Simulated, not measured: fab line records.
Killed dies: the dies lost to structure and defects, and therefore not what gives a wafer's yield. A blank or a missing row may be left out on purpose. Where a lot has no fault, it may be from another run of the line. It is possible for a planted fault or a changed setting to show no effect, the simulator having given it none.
Chamber matching	flow gf180mcu	GF_V5_ETCH_16 on rie diel-01 has 4 sister chambers
The step etches BARC in N2/H2. 8 wafers are shown with their chamber, then 7 later ones without.

WAFERS PAIRED WITH THEIR CHAMBERS
wafer	chamber	drypump motor current A (A)	rf fwd power W (W)
L080.2	3	5.7	496.3
L080.4	0	5.7	496.6
L080.5	2	6.0	496.8
L082.2	3	5.8	499.8
L082.5	1	5.9	492.9
L082.6	2	6.1	497.6
L093.1	0	5.7	496.4
L093.3	1	5.8	492.3

WAFERS WHOSE CHAMBER IS MISSING
wafer	drypump motor current A (A)	rf fwd power W (W)
L093.6	6.0	494.4
L094.2	5.8	495.9
L094.4	6.1	496.3
L094.5	6.1	496.9
L096.2	5.7	498.0
L096.3	5.8	493.4
L096.4	5.7	497.5

CHAMBER TAKEN BY EACH
wafer	from the rows above	in truth
L093.6	can't be placed: 2 or 1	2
L094.2	can't be placed: 0 or 3 or 1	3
L094.4	2	2
L094.5	2	2
L096.2	can't be placed: 3 or 0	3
L096.3	can't be placed: 1 or 0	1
L096.4	can't be placed: 0 or 3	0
Correctly placed: 2 of 7. From these rows, 5 cannot be placed; in 5 the true chamber is one of the candidates. Number placed wrongly: 0.
How it was worked out, from the rows above alone: a wafer's distance from a chamber is the root of the sum, over the readings, of the square of ((its reading less the chamber's mean) divided by the reading's scatter). The wafer belongs to the nearest chamber; if the next one is less than 2 further off, it can't be placed. Each chamber's mean is taken over the wafers shown for it. The scatter is the square root of a quotient: the sum, over the shown wafers, of each reading's squared deviation from its chamber's mean, divided by wafers minus chambers.
